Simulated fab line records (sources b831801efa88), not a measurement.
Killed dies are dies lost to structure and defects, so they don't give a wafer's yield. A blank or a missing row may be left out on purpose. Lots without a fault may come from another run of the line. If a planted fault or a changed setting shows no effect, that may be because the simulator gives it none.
fab line records | flow sky130 | part 2 of 2: steps 25 to 33 of 33
record: lots: 5 wafers: 15 last_day: 50
route steps=708 shown POLY_GATE@227 LDD_N@237 LDD_P@255
lots that met no fault: from a run of the same line without faults
start_h: hours from the record's first day to the start of the lot's first wafer shown | wait_h: hours since the lot's step before | " same as the row above | L1.1+2: several wafers, shown together as one row | - no value, or no start given | * or withheld: withheld | < > ~ a bound
route shown NAME@n: a module of which the file shows steps, and the number in the route of the first | usual: mean/standard deviation taken from wafers without a fault | same: alike in all rows | chamber/n: place in a boat | sites: per-site readings | _std_site: standard deviation of those values | _edge_site: mean of outer sites minus mean of inner sites | radius_mm: how far each site lies from the wafer's centre | mask NAME#n: copy n | behind: tool/chamber where the wafer was last shaped | hold: the reason the lot was held/the length of the hold in hours/how it ended | device: which transistor (n, p or np) failed to switch | end of line: tests run on the same wafers once the route is complete | a step given without rows: its recipe and nothing more | killed: at the first sort, the dies lost to defects and structure; wafer yield is something else | map: a wafer's dies, x killed, . not, _ none there
set.NAME: the setting the step ran with; set.NAME@STEP: the setting that earlier step ran with | model.NAME: the simulator's own value behind a step, which no gauge read
lots seen at some steps along the route; tables by step, rows by wafer
services: from which hour (start_h, from the record's first day; less than 0 if before it) a tool's chamber was out of use, for how many hours, and why
== steps ==
step: SKY_LDD_N_IMPLANT_14
recipe: species: BF2 energy_kev: 50 dose_cm2: 5e+12 tilt_deg: 30 rotation_deg: 180
usual: beam_on_s: 10.03/0.21
columns lot.wafer tool chamber start_h wait_h beam_on_s
L079.3 implanter-04 0 456.59 0.1 10.35
L079.5 " 0 " " 9.89
L079.6 " 0 " " 9.82
L092.1 implanter-01 0 566.95 0.1 10.30
L092.3 " 0 " " 9.81
L092.5 " 0 " " 10.13
L093.2 implanter-04 0 569.67 0.1 10.09
L093.3 " 0 " " 10.10
L093.5 " 0 " " 9.72
L094.3 implanter-04 0 574.00 0.1 10.21
L094.5 " 0 " " 10.13
L094.6 " 0 " " 9.96
L095.1 implanter-02 0 589.85 0.1 10.59
L095.4 " 0 " " 10.06
L095.5 " 0 " " 10.07
step: SKY_LDD_N_IMPLANT_15
recipe: species: BF2 energy_kev: 50 dose_cm2: 5e+12 tilt_deg: 30 rotation_deg: 270
usual: beam_on_s: 10.00/0.21
columns lot.wafer tool chamber start_h wait_h beam_on_s
L079.3 implanter-04 0 456.74 0.1 10.13
L079.5 " 0 " " 9.90
L079.6 " 0 " " 9.48
L092.1 implanter-01 0 567.10 0.1 9.70
L092.3 " 0 " " 9.85
L092.5 " 0 " " 10.06
L093.2 implanter-04 0 569.82 0.1 10.09
L093.3 " 0 " " 9.88
L093.5 " 0 " " 9.97
L094.3 implanter-04 0 574.15 0.1 10.02
L094.5 " 0 " " 10.14
L094.6 " 0 " " 9.73
L095.1 implanter-02 0 590.00 0.1 10.05
L095.4 " 0 " " 9.87
L095.5 " 0 " " 10.10
step: SKY_LDD_N_STRIP_16
recipe: chemistry: O2/N2 power_w: 1400 pressure_mtorr: 1500 platen_temp_c: withheld o2_flow_sccm: 3000 n2_flow_sccm: 300 overash_fraction: 0.5
usual: drypump_motor_current_A: 5.8/0.31 n2_flow_sccm: 299.9/0.87 oes_product_au: 0.407/0.0048 strip_time_to_endpoint_s: 4.317/0.013
columns lot.wafer tool chamber start_h wait_h drypump_motor_current_A n2_flow_sccm oes_product_au rf_hours_counter_h strip_time_to_endpoint_s
L079.3 plasma_asher-01 0 456.87 0.1 5.3 299.7 0.404 - 4.295
L079.5 " 0 " " 5.3 300.4 0.409 - 4.331
L079.6 " 1 " " 5.7 299.5 0.410 - 4.319
L092.1 plasma_asher-04 1 567.25 0.1 5.9 299.1 0.403 88 4.313
L092.3 " 0 " " 5.8 300.6 0.408 - 4.316
L092.5 " 0 " " 5.8 299.8 0.401 - 4.306
L093.2 plasma_asher-02 0 569.95 0.1 6.6 300.2 0.414 39 4.318
L093.3 " 1 " " 5.5 299.3 0.413 - 4.309
L093.5 " 0 " " 6.6 300.2 0.406 - 4.316
L094.3 plasma_asher-04 0 574.28 0.1 5.8 301.5 0.405 - 4.305
L094.5 " 0 " " 5.8 300.0 0.401 - 4.308
L094.6 " 1 " " 5.8 300.2 0.404 - 4.330
L095.1 plasma_asher-04 1 590.15 0.1 5.9 300.2 0.409 90 4.317
L095.4 " 1 " " 5.8 299.4 0.400 - 4.322
L095.5 " 1 " " 5.9 299.0 0.409 - 4.304
step: SKY_LDD_N_TW_MEAS_17
usual: LDD_N_TW: 2601/17
columns lot.wafer tool chamber start_h wait_h LDD_N_TW
L079.3 film_metro-02 - 456.96 0.1 2622
L079.5 " - " " 2616
L079.6 " - " " 2627
L092.1 film_metro-04 - 567.35 0.1 2577
L092.3 " - " " 2590
L092.5 " - " " 2598
L093.2 film_metro-04 - 570.06 0.1 2606
L093.3 " - " " 2606
L093.5 " - " " 2582
L094.3 film_metro-04 - 574.37 0.1 2585
L094.5 " - " " 2598
L094.6 " - " " 2572
L095.1 film_metro-02 - 590.25 0.1 2607
L095.4 " - " " 2606
L095.5 " - " " 2608
step: SKY_LDD_P_DEHYDRATE_00
recipe: temp_c: 200 time_s: 60
usual: chill_plate_temp_C: 23.00/0.11
columns lot.wafer tool chamber start_h wait_h chill_plate_temp_C
L079.3 litho_track-01 0 470.95 14.0 23.22
L079.5 " 0 " " 23.00
L079.6 " 0 " " 23.05
L092.1 litho_track-01 0 582.60 15.2 22.92
L092.3 " 0 " " 23.11
L092.5 " 0 " " 23.10
L093.2 litho_track-02 0 584.56 14.5 23.21
L093.3 " 0 " " 23.08
L093.5 " 0 " " 23.08
L094.3 litho_track-04 0 588.47 14.1 22.93
L094.5 " 0 " " 23.15
L094.6 " 0 " " 23.20
L095.1 litho_track-02 0 603.54 13.3 23.02
L095.4 " 0 " " 23.04
L095.5 " 0 " " 23.11
step: SKY_LDD_P_HMDS_01
recipe: prime_time_s: 60 prime_temp_c: 120
usual: chill_plate_temp_C: 22.98/0.13
same: prime_time_s: 60
columns lot.wafer tool chamber start_h wait_h chill_plate_temp_C
L079.3 litho_track-01 0 471.10 0.1 22.97
L079.5 " 0 " " 23.20
L079.6 " 0 " " 23.05
L092.1 litho_track-01 0 582.75 0.1 22.94
L092.3 " 0 " " 23.10
L092.5 " 0 " " 23.06
L093.2 litho_track-02 0 584.71 0.1 22.91
L093.3 " 0 " " 23.05
L093.5 " 0 " " 23.01
L094.3 litho_track-04 0 588.62 0.1 22.78
L094.5 " 0 " " 22.97
L094.6 " 0 " " 22.94
L095.1 litho_track-02 0 603.69 0.1 22.90
L095.4 " 0 " " 22.94
L095.5 " 0 " " 22.99
step: SKY_LDD_P_COAT_02
recipe: resist: NOVOLAK spin_rpm: 3000 resist_thk_nm: 1140
usual: chill_plate_temp_C: 23.00/0.1
columns lot.wafer tool chamber start_h wait_h chill_plate_temp_C
L079.3 litho_track-01 0 471.25 0.1 23.09
L079.5 " 0 " " 23.00
L079.6 " 0 " " 22.98
L092.1 litho_track-01 0 582.90 0.1 23.08
L092.3 " 0 " " 22.93
L092.5 " 0 " " 22.95
L093.2 litho_track-02 0 584.86 0.1 22.99
L093.3 " 0 " " 22.89
L093.5 " 0 " " 23.06
L094.3 litho_track-04 0 588.77 0.1 23.23
L094.5 " 0 " " 22.99
L094.6 " 0 " " 22.94
L095.1 litho_track-02 0 603.84 0.1 22.85
L095.4 " 0 " " 22.98
L095.5 " 0 " " 23.00
step: SKY_LDD_P_SOFTBAKE_03
recipe: temp_c: 90 time_s: 60 resist: NOVOLAK
usual: chill_plate_temp_C: 22.99/0.11
columns lot.wafer tool chamber start_h wait_h chill_plate_temp_C
L079.3 litho_track-01 0 471.40 0.1 23.12
L079.5 " 0 " " 23.10
L079.6 " 0 " " 23.12
L092.1 litho_track-01 0 583.05 0.1 23.08
L092.3 " 0 " " 23.03
L092.5 " 0 " " 23.05
L093.2 litho_track-02 0 585.01 0.1 22.99
L093.3 " 0 " " 22.94
L093.5 " 0 " " 22.86
L094.3 litho_track-04 0 588.92 0.1 23.00
L094.5 " 0 " " 22.89
L094.6 " 0 " " 22.93
L095.1 litho_track-02 0 603.99 0.1 23.08
L095.4 " 0 " " 22.95
L095.5 " 0 " " 23.14
step: SKY_LDD_P_EXPOSE_04
recipe: mask_id: PSDM na: 0.6 source_shape: conventional sigma_outer: 0.6 polarization: unpolarized target_cd_nm: 380 dose_mj: 138
columns lot.wafer tool chamber start_h wait_h mask
L079.3+5+6 iline_stepper-01 0 - - PSDM#0
L092.1+3+5 iline_stepper-01 0 - - PSDM#0
L093.2+3+5 iline_stepper-02 0 - - PSDM#0
L094.3+5+6 iline_stepper-01 0 - - PSDM#0
L095.1+4+5 iline_stepper-02 0 - - PSDM#0
== services ==
columns tool chamber start_h hours kind
rie_diel-04 0 398.99 10.0 repair
plasma_asher-01 - 401.25 3.0 repair
rie_diel-04 - 414.19 4.3 pm
implanter-02 - 419.53 5.2 pm
plasma_asher-02 - 420.11 7.4 repair
rie_si-02 2 427.72 12.0 repair
iline_stepper-02 - 432.01 0.7 repair
rie_diel-04 3 433.28 5.0 repair
iline_stepper-01 - 441.63 1.7 pm
iline_stepper-02 - 444.86 4.4 pm
plasma_asher-02 - 448.04 21.6 pm
implanter-02 - 456.59 2.5 repair
implanter-04 - 467.60 0.8 repair
furnace-02 - 479.58 4.4 pm
plasma_asher-02 - 485.15 2.9 repair
implanter-04 - 499.43 4.0 repair
implanter-04 - 524.03 3.9 repair
implanter-04 - 546.17 18.9 repair
furnace-02 - 555.21 3.6 pm
iline_stepper-01 - 561.98 4.4 pm
iline_stepper-01 - 566.43 8.9 pm
implanter-01 - 577.38 4.2 repair
plasma_asher-01 - 599.68 2.8 pm
iline_stepper-02 - 599.80 1.7 pm
